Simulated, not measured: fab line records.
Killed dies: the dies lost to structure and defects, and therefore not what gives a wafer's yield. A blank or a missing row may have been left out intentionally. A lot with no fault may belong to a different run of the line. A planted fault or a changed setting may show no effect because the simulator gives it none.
fab line records	flow gf180mcu	part 1 of 2: steps 1 to 24 of 34
[record] lots = 5	wafers = 15	last-day = 34
route steps=602 shown V3@445 M4@456 V4@476
lots that met no fault: taken from a fault-free run of the same line
start-h: start of the lot's first displayed wafer, in hours after the record's first day	wait-h: hours from the lot's prior step to this one	" repeats the value in the row above	L1.1+2: several wafers, shown together as one row	- value missing, or start not given	* or withheld: withheld	< > ~ a bound
route shown NAME@n: NAME is a module with steps in the file, n the number in the route of the first one	usual: mean and standard deviation over wafers with no fault	same: alike in all rows	chamber/n: place in a boat	sites: per-site readings	_std_site: standard deviation across them	_edge_site: mean of outer sites minus mean of inner sites	radius-mm: for every site, how far away it sits from the centre of the wafer	mask NAME#n: copy n	behind: tool/chamber where the wafer was last shaped	hold: what put the lot on hold/how long, in hours/how the hold closed	device: the n, p or np transistor that did not switch	end of line: tests of these same wafers at the route's end	step lacking rows: just its recipe	killed: not the wafer's yield, but the dies lost to structure and defects at the first sort	map: per-die view of a wafer (x killed, . not killed, _ where there is no die)
set.NAME: setting as actually run; set.NAME@STEP: the setting as run at that earlier step	model.NAME: the simulator's own value behind a step, which no gauge read
a table for each step, a row for each wafer; lots at some steps of the route
services: a tool's chamber out of use, with start hour (start-h, from the record's first day; less than 0 if before it), hours out, and reason
[[steps]]
[step GF_V3_ETCH_16]
[recipe] chemistry = N2/H2	target-depth-a = withheld	overetch-a = withheld	time-s = withheld	target = BARC	ion-energy-ev = 200	source-w = 500	bias-w = 100	pressure-mtorr = 30	n2-flow-sccm = 100	h2-flow-sccm = 200
[usual] drypump-motor-current-A = 5.7/0.47	oes-product-au = 0.855/0.0047	throttle-valve-pct = 13.225/0.0086
lot.wafer	tool	chamber	start-h	wait-h	drypump-motor-current-A	oes-product-au	throttle-valve-pct
L081.2	rie-diel-03	0	571.75	0.0	6.3	0.850	13.233
L081.3	"	2	"	"	6.0	0.857	13.226
L081.6	"	0	"	"	6.3	0.855	13.224
L085.1	rie-diel-02	1	599.20	0.0	5.2	0.858	13.225
L085.2	"	2	"	"	4.9	0.854	13.231
L085.3	"	0	"	"	6.4	0.853	13.235
L087.1	rie-diel-03	0	622.14	0.0	6.3	0.855	13.235
L087.2	"	2	"	"	6.0	0.852	13.223
L087.6	"	3	"	"	5.4	0.853	13.224
L095.1	rie-diel-03	3	682.35	0.0	5.4	0.858	13.252
L095.2	"	1	"	"	5.2	0.848	13.229
L095.6	"	0	"	"	6.3	0.851	13.215
L096.2	rie-diel-03	1	684.74	0.0	5.2	0.858	13.223
L096.3	"	2	"	"	6.0	0.863	13.232
L096.6	"	3	"	"	5.4	0.858	13.222
[step GF_V3_ETCH_17]
[recipe] chemistry = C4F8/O2/Ar	mask-material = KrF	target = SiO2	stop-on = TiN	source-w = 1500	bias-w = 1200	pressure-mtorr = 40	c4f8-flow-sccm = withheld	O2_flow_sccm = 6	Ar_flow_sccm = 300	time-s = withheld	target-depth-a = 6350
[usual] oes-product-au = 0.855/0.0048
lot.wafer	tool	chamber	start-h	wait-h	oes-product-au
L081.2	rie-diel-03	0	-	-	0.860
L081.3	"	2	"	"	0.860
L081.6	"	0	"	"	0.865
L085.1	rie-diel-02	1	-	-	0.856
L085.2	"	2	"	"	0.865
L085.3	"	0	"	"	0.856
L087.1	rie-diel-03	0	-	-	0.857
L087.2	"	2	"	"	0.857
L087.6	"	3	"	"	0.850
L095.1	rie-diel-03	3	-	-	0.856
L095.2	"	1	"	"	0.855
L095.6	"	0	"	"	0.855
L096.2	rie-diel-03	1	-	-	0.854
L096.3	"	2	"	"	0.856
L096.6	"	3	"	"	0.858
[step GF_V3_STRIP_18]
[recipe] chemistry = O2/N2	power-w = 1400	pressure-mtorr = 1500	platen-temp-c = 250	o2-flow-sccm = 3000	n2-flow-sccm = 300	overash-fraction = 0.5
[usual] drypump-motor-current-A = 5.8/0.52	heater-power-w = 327/40	o2-flow-sccm = 3001/9.7	oes-product-au = 0.593/0.0045
lot.wafer	tool	chamber	start-h	wait-h	drypump-motor-current-A	heater-power-w	o2-flow-sccm	oes-product-au	rf-hours-counter-h
L081.2	plasma-asher-04	1	571.88	-	5.1	325	2998	0.600	82
L081.3	"	1	"	"	5.1	327	3002	0.597	-
L081.6	"	0	"	"	5.9	276	2996	0.588	-
L085.1	plasma-asher-04	1	599.33	-	5.1	321	3005	0.597	85
L085.2	"	0	"	"	5.9	284	2984	0.598	85
L085.3	"	1	"	"	5.1	322	2996	0.591	-
L087.1	plasma-asher-03	0	622.27	-	6.1	369	3019	0.585	20
L087.2	"	1	"	"	6.7	330	3011	0.593	20
L087.6	"	0	"	"	6.1	361	3014	0.592	-
L095.1	plasma-asher-04	1	682.47	-	5.1	321	2996	0.593	95
L095.2	"	0	"	"	5.9	278	2990	0.594	95
L095.6	"	0	"	"	5.9	278	2987	0.607	-
L096.2	plasma-asher-04	0	684.87	-	5.9	274	3002	0.592	95
L096.3	"	1	"	"	5.1	325	2996	0.589	-
L096.6	"	1	"	"	5.1	322	3013	0.590	-
[step GF_V3_STRIP_19]
[recipe] chemistry = post-etch-residue-remover	time-s = 1200	temp-c = 72.5
lot.wafer	tool	chamber	start-h	wait-h
L081.2+3+6	wet-bench-01	1	571.98	0.1
L085.1+2+3	wet-bench-04	0	599.43	0.1
L087.1+2+6	wet-bench-01	0	622.37	0.1
L095.1+2+6	wet-bench-01	0	682.57	0.1
L096.2+3+6	wet-bench-04	0	684.97	0.1
[step GF_V3_CLEAN_20]
[recipe] chemistry = DIW	dry = n2-spin
lot.wafer	tool	chamber	start-h	wait-h
L081.2+3+6	wet-bench-03	1	572.35	0.0
L085.1+2+3	wet-bench-01	1	599.80	0.0
L087.1+2+6	wet-bench-04	1	622.74	0.0
L095.1+2+6	wet-bench-03	3	682.95	0.0
L096.2+3+6	wet-bench-03	0	685.31	0.0
[step GF_V3_SPUTTER_21]
[recipe] material = Ti	target-thk-nm = 15	chamber-pressure-pa = 5	power-w = 2500	substrate-temp-c = 200	time-s = 80.02
[usual] throttle-valve-pct = 30.0/1.2
lot.wafer	tool	chamber	start-h	wait-h	throttle-valve-pct
L081.2	pvd-sputter-03	-	572.44	0.0	28.2
L081.3	"	-	"	"	30.6
L081.6	"	-	"	"	29.6
L085.1	pvd-sputter-02	-	599.90	0.0	30.2
L085.2	"	-	"	"	29.1
L085.3	"	-	"	"	28.9
L087.1	pvd-sputter-02	-	622.83	0.0	28.9
L087.2	"	-	"	"	28.8
L087.6	"	-	"	"	29.0
L095.1	pvd-sputter-02	-	683.05	0.0	28.8
L095.2	"	-	"	"	29.1
L095.6	"	-	"	"	30.4
L096.2	pvd-sputter-03	-	685.41	0.0	28.2
L096.3	"	-	"	"	32.1
L096.6	"	-	"	"	28.3
[step GF_V3_SPUTTER_22]
[recipe] material = TiN	target-thk-nm = 10	chamber-pressure-pa = 5	power-w = 4000	time-s = 40
[usual] throttle-valve-pct = 30.0/1.3
lot.wafer	tool	chamber	start-h	wait-h	throttle-valve-pct
L081.2	pvd-sputter-03	-	572.50	0.0	28.4
L081.3	"	-	"	"	30.7
L081.6	"	-	"	"	29.9
L085.1	pvd-sputter-02	-	599.96	0.0	30.5
L085.2	"	-	"	"	29.0
L085.3	"	-	"	"	29.0
L087.1	pvd-sputter-02	-	622.89	0.0	28.8
L087.2	"	-	"	"	28.7
L087.6	"	-	"	"	28.9
L095.1	pvd-sputter-02	-	683.11	0.0	29.0
L095.2	"	-	"	"	29.1
L095.6	"	-	"	"	30.3
L096.2	pvd-sputter-03	-	685.47	0.0	27.9
L096.3	"	-	"	"	32.2
L096.6	"	-	"	"	28.3
[step GF_V3_CVD_23]
[recipe] material = W	target-thk-nm = 350	time-s = 104.9	temp-c = 400	pressure-torr = 40
[usual] heater-power-w = 856/70	susceptor-temp-C = 400.02/0.24
lot.wafer	tool	chamber	start-h	wait-h	heater-power-w	susceptor-temp-C
L081.2	cvd-w-01	1	572.54	0.0	920	399.90
L081.3	"	1	"	"	936	399.66
L081.6	"	0	"	"	780	400.15
L085.1	cvd-w-02	1	600.00	0.0	905	400.60
L085.2	"	0	"	"	816	399.83
L085.3	"	1	"	"	912	400.20
L087.1	cvd-w-01	1	622.93	0.0	924	399.83
L087.2	"	0	"	"	773	399.64
L087.6	"	1	"	"	932	399.78
L095.1	cvd-w-02	1	683.15	0.0	922	400.04
L095.2	"	0	"	"	833	400.12
L095.6	"	0	"	"	834	399.97
L096.2	cvd-w-01	1	685.51	0.0	960	400.32
L096.3	"	0	"	"	764	399.91
L096.6	"	1	"	"	940	399.83
[step GF_V3_RS_MEAS_24]
[recipe] thk-meas-gauge = four-point-probe	reads = W_of_V3_CVD_23+TiN_of_V3_SPUTTER_22+Ti_of_V3_SPUTTER_21
[usual] V3_W_RS = 0.328/0.0037
lot.wafer	tool	chamber	start-h	wait-h	V3_W_RS[ohm/sq]
L081.2	film-metro-04	-	572.68	0.1	0.330
L081.3	"	-	"	"	0.332
L081.6	"	-	"	"	0.329
L085.1	film-metro-04	-	600.11	0.1	0.332
L085.2	"	-	"	"	0.325
L085.3	"	-	"	"	0.331
L087.1	film-metro-02	-	623.05	0.1	0.322
L087.2	"	-	"	"	0.327
L087.6	"	-	"	"	0.327
L095.1	film-metro-04	-	683.26	0.1	0.332
L095.2	"	-	"	"	0.326
L095.6	"	-	"	"	0.322
L096.2	film-metro-02	-	685.64	0.1	0.332
L096.3	"	-	"	"	0.334
L096.6	"	-	"	"	0.331
[step GF_V3_THK_MEAS_25]
[recipe] thk-meas-gauge = xrf	reads = W_of_V3_CVD_23
[usual] V3_W_THK = 354/5.4
lot.wafer	tool	chamber	start-h	wait-h	V3_W_THK[nm]
L081.2	film-metro-04	-	572.79	0.1	346
L081.3	"	-	"	"	346
L081.6	"	-	"	"	350
L085.1	film-metro-04	-	600.23	0.1	346
L085.2	"	-	"	"	354
L085.3	"	-	"	"	344
L087.1	film-metro-02	-	623.17	0.1	363
L087.2	"	-	"	"	361
L087.6	"	-	"	"	356
L095.1	film-metro-04	-	683.38	0.1	344
L095.2	"	-	"	"	353
L095.6	"	-	"	"	356
L096.2	film-metro-02	-	685.75	0.1	356
L096.3	"	-	"	"	354
L096.6	"	-	"	"	357
[step GF_V3_CMP_26]
[recipe] stop-on = SiO2	down-force-psi = 3.5	platen-rpm = 60	t-overpolish-s = 15	target-thk-nm = 0	pad-velocity-m-s = 0.94248
[usual] motor-current-A = 11.2/1.6	overpolish-run-s = 14.999/0.0086	platen-rpm = 60.00/0.036	slurry-filter-dp-kPa = 13.50/0.12	time-to-endpoint-s = 83.8/2.7
lot.wafer	tool	chamber	start-h	wait-h	motor-current-A	overpolish-run-s	platen-rpm	slurry-filter-dp-kPa	time-to-endpoint-s
L081.2	cmp-01	1	572.84	0.0	13.9	14.994	59.98	13.60	80.3
L081.3	"	2	"	"	11.2	15.007	59.96	13.51	82.4
L081.6	"	1	"	"	13.7	14.996	60.00	13.46	82.7
L085.2	cmp-01	2	600.34	0.1	10.7	14.992	60.01	13.38	82.4
L085.1	"	3	"	"	10.8	14.985	60.06	13.58	83.1
L085.3	"	0	"	"	11.5	14.993	60.07	13.59	82.7
L087.2	cmp-02	3	623.23	0.0	10.0	15.004	60.02	13.33	82.0
L087.1	"	2	"	"	12.7	14.989	59.99	13.61	84.5
L087.6	"	0	"	"	8.6	15.006	60.02	13.49	83.9
L095.1	cmp-02	0	683.44	0.1	8.2	15.002	59.97	13.26	84.1
L095.2	"	2	"	"	13.0	15.004	59.98	13.50	83.5
L095.6	"	1	"	"	13.5	15.001	59.95	13.49	87.3
L096.2	cmp-02	0	686.15	0.4	9.0	14.995	60.05	13.48	85.2
L096.3	"	1	"	"	13.4	14.995	60.03	13.61	84.2
L096.6	"	1	"	"	12.4	15.006	60.04	13.61	84.4
[step GF_M4_SPUTTER_00]
[recipe] material = Ti	target-thk-nm = 37.5	arriving-ion-energy-ev = 80	substrate-temp-c = 200	chamber-pressure-pa = 2	power-w = 4000	time-s = 150
[usual] throttle-valve-pct = 30.5/1.3
lot.wafer	tool	chamber	start-h	wait-h	throttle-valve-pct
L081.2	pvd-sputter-04	-	573.14	0.2	30.7
L081.3	"	-	"	"	29.6
L081.6	"	-	"	"	30.5
L085.1	pvd-sputter-03	-	600.59	0.1	30.5
L085.2	"	-	"	"	29.6
L085.3	"	-	"	"	32.0
L087.1	pvd-sputter-03	-	623.53	0.1	29.5
L087.2	"	-	"	"	28.4
L087.6	"	-	"	"	30.2
L095.1	pvd-sputter-01	-	683.74	0.2	32.4
L095.2	"	-	"	"	30.4
L095.6	"	-	"	"	31.5
L096.2	pvd-sputter-01	-	686.45	0.2	30.5
L096.3	"	-	"	"	31.5
L096.6	"	-	"	"	31.7
[step GF_M4_SPUTTER_01]
[recipe] material = TiN	target-thk-nm = 30	power-w = 6500	time-s = 25	chamber-pressure-pa = 0.4
[usual] throttle-valve-pct = 30.5/1.3
lot.wafer	tool	chamber	start-h	wait-h	throttle-valve-pct
L081.2	pvd-sputter-04	-	573.24	0.1	30.5
L081.3	"	-	"	"	29.5
L081.6	"	-	"	"	30.4
L085.1	pvd-sputter-03	-	600.69	0.1	30.4
L085.2	"	-	"	"	29.5
L085.3	"	-	"	"	32.3
L087.1	pvd-sputter-03	-	623.63	0.1	29.8
L087.2	"	-	"	"	28.1
L087.6	"	-	"	"	30.2
L095.1	pvd-sputter-01	-	683.84	0.1	32.7
L095.2	"	-	"	"	30.1
L095.6	"	-	"	"	31.8
L096.2	pvd-sputter-01	-	686.55	0.1	30.4
L096.3	"	-	"	"	31.9
L096.6	"	-	"	"	31.8
[step GF_M4_SPUTTER_02]
[recipe] material = AlCu	target-thk-nm = 450	power-w = 10600	time-s = 23.9	chamber-pressure-pa = 0.4
[usual] throttle-valve-pct = 30.6/1.3
lot.wafer	tool	chamber	start-h	wait-h	throttle-valve-pct
L081.2	pvd-sputter-04	-	573.27	0.0	30.9
L081.3	"	-	"	"	29.2
L081.6	"	-	"	"	30.6
L085.1	pvd-sputter-03	-	600.72	0.0	30.3
L085.2	"	-	"	"	29.7
L085.3	"	-	"	"	32.3
L087.1	pvd-sputter-03	-	623.66	0.0	29.7
L087.2	"	-	"	"	28.0
L087.6	"	-	"	"	30.4
L095.1	pvd-sputter-01	-	683.87	0.0	32.7
L095.2	"	-	"	"	30.2
L095.6	"	-	"	"	31.7
L096.2	pvd-sputter-01	-	686.58	0.0	30.7
L096.3	"	-	"	"	31.6
L096.6	"	-	"	"	31.6
[step GF_M4_SPUTTER_03]
[recipe] material = Ti	target-thk-nm = 10	substrate-temp-c = 300	chamber-pressure-pa = 0.3	power-w = 3000	time-s = 6.7
[usual] throttle-valve-pct = 30.6/1.4
lot.wafer	tool	chamber	start-h	wait-h	throttle-valve-pct
L081.2	pvd-sputter-04	-	573.30	0.0	30.9
L081.3	"	-	"	"	29.3
L081.6	"	-	"	"	30.8
L085.1	pvd-sputter-03	-	600.75	0.0	30.3
L085.2	"	-	"	"	29.7
L085.3	"	-	"	"	32.2
L087.1	pvd-sputter-03	-	623.69	0.0	29.9
L087.2	"	-	"	"	28.1
L087.6	"	-	"	"	30.4
L095.1	pvd-sputter-01	-	683.90	0.0	32.8
L095.2	"	-	"	"	30.5
L095.6	"	-	"	"	31.7
L096.2	pvd-sputter-01	-	686.61	0.0	30.6
L096.3	"	-	"	"	31.7
L096.6	"	-	"	"	31.7
[step GF_M4_SPUTTER_04]
[recipe] material = TiN	target-thk-nm = 50	power-w = 6500	time-s = 41.7	chamber-pressure-pa = 0.4
[usual] throttle-valve-pct = 30.5/1.4
lot.wafer	tool	chamber	start-h	wait-h	throttle-valve-pct
L081.2	pvd-sputter-04	-	573.32	0.0	30.4
L081.3	"	-	"	"	29.3
L081.6	"	-	"	"	30.4
L085.1	pvd-sputter-03	-	600.77	0.0	30.6
L085.2	"	-	"	"	29.6
L085.3	"	-	"	"	32.2
L087.1	pvd-sputter-03	-	623.71	0.0	29.8
L087.2	"	-	"	"	28.0
L087.6	"	-	"	"	30.4
L095.1	pvd-sputter-01	-	683.92	0.0	32.6
L095.2	"	-	"	"	30.3
L095.6	"	-	"	"	31.9
L096.2	pvd-sputter-01	-	686.63	0.0	30.5
L096.3	"	-	"	"	31.4
L096.6	"	-	"	"	31.2
[step GF_M4_RS_MEAS_05]
[recipe] thk-meas-gauge = four-point-probe	reads = TiN_of_M4_SPUTTER_04+Ti_of_M4_SPUTTER_03+AlCu_of_M4_SPUTTER_02+TiN_of_M4_SPUTTER_01+Ti_of_M4_SPUTTER_00
[usual] M4_ALCU_RS = 0.0695/0.00063
lot.wafer	tool	chamber	start-h	wait-h	M4_ALCU_RS[ohm/sq]
L081.2	film-metro-04	-	573.38	0.0	0.0690
L081.3	"	-	"	"	0.0695
L081.6	"	-	"	"	0.0694
L085.1	film-metro-04	-	600.81	0.0	0.0700
L085.2	"	-	"	"	0.0706
L085.3	"	-	"	"	0.0698
L087.1	film-metro-03	-	623.75	0.0	0.0691
L087.2	"	-	"	"	0.0694
L087.6	"	-	"	"	0.0696
L095.1	film-metro-04	-	683.96	0.0	0.0705
L095.2	"	-	"	"	0.0704
L095.6	"	-	"	"	0.0702
L096.2	film-metro-02	-	686.69	0.0	0.0689
L096.3	"	-	"	"	0.0692
L096.6	"	-	"	"	0.0692
[step GF_M4_THK_MEAS_06]
[recipe] thk-meas-gauge = xrf	reads = AlCu_of_M4_SPUTTER_02
[usual] M4_ALCU_THK = 445/4.2
lot.wafer	tool	chamber	start-h	wait-h	M4_ALCU_THK[nm]
L081.2	film-metro-04	-	573.49	0.1	444
L081.3	"	-	"	"	443
L081.6	"	-	"	"	442
L085.1	film-metro-04	-	600.93	0.1	440
L085.2	"	-	"	"	435
L085.3	"	-	"	"	438
L087.1	film-metro-03	-	623.87	0.1	449
L087.2	"	-	"	"	448
L087.6	"	-	"	"	447
L095.1	film-metro-04	-	684.08	0.1	441
L095.2	"	-	"	"	440
L095.6	"	-	"	"	439
L096.2	film-metro-02	-	686.80	0.1	450
L096.3	"	-	"	"	450
L096.6	"	-	"	"	448
[step GF_M4_DEHYDRATE_07]
[recipe] temp-c = 200	time-s = 60
[usual] exhaust-pa = 45.0/0.87
lot.wafer	tool	chamber	start-h	wait-h	exhaust-pa
L081.2	litho-track-02	0	583.51	10.0	45.7
L081.3	"	0	"	"	44.7
L081.6	"	0	"	"	44.4
L085.1	litho-track-02	0	610.73	9.8	45.1
L085.2	"	0	"	"	43.8
L085.3	"	0	"	"	44.9
L087.1	litho-track-01	0	633.77	9.9	46.3
L087.2	"	0	"	"	46.0
L087.6	"	0	"	"	46.6
L095.1	litho-track-01	0	692.72	8.6	46.0
L095.2	"	0	"	"	45.2
L095.6	"	0	"	"	45.9
L096.2	litho-track-04	0	695.91	9.1	44.4
L096.3	"	0	"	"	44.8
L096.6	"	0	"	"	44.4
[step GF_M4_HMDS_08]
[recipe] prime-time-s = 60	prime-temp-c = 120
[usual] exhaust-pa = 44.9/0.87
lot.wafer	tool	chamber	start-h	wait-h	exhaust-pa
L081.2	litho-track-02	0	583.66	0.1	43.4
L081.3	"	0	"	"	45.2
L081.6	"	0	"	"	43.8
L085.1	litho-track-02	0	610.88	0.1	44.9
L085.2	"	0	"	"	45.0
L085.3	"	0	"	"	45.4
L087.1	litho-track-01	0	633.92	0.1	44.8
L087.2	"	0	"	"	45.3
L087.6	"	0	"	"	44.4
L095.1	litho-track-01	0	692.87	0.1	43.8
L095.2	"	0	"	"	43.8
L095.6	"	0	"	"	44.9
L096.2	litho-track-04	0	696.06	0.1	45.1
L096.3	"	0	"	"	44.6
L096.6	"	0	"	"	45.3
[step GF_M4_COAT_09]
[recipe] resist = KrF	spin-rpm = withheld	resist-thk-nm = 1000
[usual] exhaust-pa = 44.9/0.88
lot.wafer	tool	chamber	start-h	wait-h	exhaust-pa
L081.2	litho-track-02	0	583.81	0.1	44.3
L081.3	"	0	"	"	44.9
L081.6	"	0	"	"	42.9
L085.1	litho-track-02	0	611.03	0.1	44.4
L085.2	"	0	"	"	46.8
L085.3	"	0	"	"	45.6
L087.1	litho-track-01	0	634.07	0.1	45.2
L087.2	"	0	"	"	45.5
L087.6	"	0	"	"	45.1
L095.1	litho-track-01	0	693.02	0.1	43.8
L095.2	"	0	"	"	43.4
L095.6	"	0	"	"	45.6
L096.2	litho-track-04	0	696.21	0.1	45.0
L096.3	"	0	"	"	43.8
L096.6	"	0	"	"	44.8
[step GF_M4_SOFTBAKE_10]
[recipe] temp-c = 130	time-s = 60	resist = KrF
[usual] exhaust-pa = 44.7/0.88
lot.wafer	tool	chamber	start-h	wait-h	exhaust-pa
L081.2	litho-track-02	0	583.96	0.1	44.4
L081.3	"	0	"	"	45.0
L081.6	"	0	"	"	45.1
L085.1	litho-track-02	0	611.18	0.1	44.2
L085.2	"	0	"	"	43.8
L085.3	"	0	"	"	44.9
L087.1	litho-track-01	0	634.22	0.1	45.6
L087.2	"	0	"	"	45.8
L087.6	"	0	"	"	44.2
L095.1	litho-track-01	0	693.17	0.1	45.0
L095.2	"	0	"	"	45.2
L095.6	"	0	"	"	45.1
L096.2	litho-track-04	0	696.36	0.1	44.4
L096.3	"	0	"	"	46.5
L096.6	"	0	"	"	44.3
[step GF_M4_EXPOSE_11]
[recipe] mask-id = Metal4	target-cd-nm = 280	na = 0.68	source-shape = conventional	sigma-outer = 0.6	dose-mj = 28
[usual] focus-offset-nm = -0.1/0.49
[same] na = 0.68
lot.wafer	tool	chamber	start-h	wait-h	mask	focus-offset-nm
L081.2	krf-scanner-01	0	-	-	Metal4#0	-0.2
L081.3	"	0	"	"	Metal4#0	0.1
L081.6	"	0	"	"	Metal4#0	0.0
L085.1	krf-scanner-02	0	-	-	Metal4#0	0.0
L085.2	"	0	"	"	Metal4#0	0.6
L085.3	"	0	"	"	Metal4#0	0.6
L087.1	krf-scanner-02	0	-	-	Metal4#0	-0.1
L087.2	"	0	"	"	Metal4#0	-0.4
L087.6	"	0	"	"	Metal4#0	0.0
L095.1	krf-scanner-02	0	-	-	Metal4#0	-0.1
L095.2	"	0	"	"	Metal4#0	0.2
L095.6	"	0	"	"	Metal4#0	-0.2
L096.2	krf-scanner-01	0	-	-	Metal4#0	-0.9
L096.3	"	0	"	"	Metal4#0	0.7
L096.6	"	0	"	"	Metal4#0	0.0
[step GF_M4_PEB_12]
[recipe] peb-temp-c = 135	peb-time-s = 90	resist = KrF
[usual] exhaust-pa = 45.0/0.96
lot.wafer	tool	chamber	start-h	wait-h	exhaust-pa
L081.2	litho-track-02	0	-	-	45.0
L081.3	"	0	"	"	45.3
L081.6	"	0	"	"	45.9
L085.1	litho-track-01	0	-	-	45.1
L085.2	"	0	"	"	44.6
L085.3	"	0	"	"	43.5
L087.1	litho-track-04	0	-	-	46.0
L087.2	"	0	"	"	45.7
L087.6	"	0	"	"	45.6
L095.1	litho-track-02	0	-	-	45.3
L095.2	"	0	"	"	46.1
L095.6	"	0	"	"	45.0
L096.2	litho-track-02	0	-	-	43.9
L096.3	"	0	"	"	44.6
L096.6	"	0	"	"	44.8
